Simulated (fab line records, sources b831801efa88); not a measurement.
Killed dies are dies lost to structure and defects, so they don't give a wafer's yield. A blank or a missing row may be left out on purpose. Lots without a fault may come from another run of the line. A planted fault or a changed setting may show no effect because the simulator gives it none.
Which tool did it? | flow gf180mcu | 12 lots, 36 wafers sampled, at 1 step of a route of 602

WHAT THE GAUGES READ, wafer by wafer
GF_CONTACT_CD_MEAS_14: target cd 220 nm.
lot  | measured     | on        | cd_nm (nm)
L075 | day 16 11:21 | cd_sem-02 | 218.8 219.8 220.3
L077 | day 16 21:30 | cd_sem-02 | 217.7 219.7 216.8
L079 | day 17 20:17 | cd_sem-01 | 220.1 217.4 217.0
L081 | day 18 08:39 | cd_sem-01 | 221.6 220.8 220.9
L083 | day 19 17:58 | cd_sem-01 | 217.3 218.1 215.0
L085 | day 20 07:34 | cd_sem-01 | 222.8 222.4 222.3
L087 | day 20 23:46 | cd_sem-02 | 218.9 219.4 219.4
L089 | day 21 19:27 | cd_sem-01 | 218.4 219.0 217.3
L090 | day 22 09:09 | cd_sem-01 | 220.3 219.6 220.9
L093 | day 23 02:45 | cd_sem-01 | 219.0 220.2 220.3
L095 | day 23 20:47 | cd_sem-02 | 220.5 221.6 220.4
L097 | day 24 14:35 | cd_sem-02 | 220.4 219.3 219.2

WHICH TOOL RAN EACH LOT (tool, then ch and the chambers of the sampled wafers, then the start)
The record holds no process step before these readings.

THE ANSWER, worked out from the rows above alone
Rule: what is usual is taken from the lots themselves. Put in order of their means at a reading, lots are off if they are a third of the lots or fewer, leave a main group of 4 or more, and stand apart from it by a gap of 3 or more times the standard deviation of the main group's means; of several such gaps the widest counts. A main group whose means are all the same, to the digits that the tables above print for the reading, isn't used. A lot without any number at a reading at which 4 lots or more have one is off too. The other lots that the step has rows for count as sound.
No lot is off at any reading shown: from this, nothing can be told.

WHAT THE SIMULATOR HAD PUT IN
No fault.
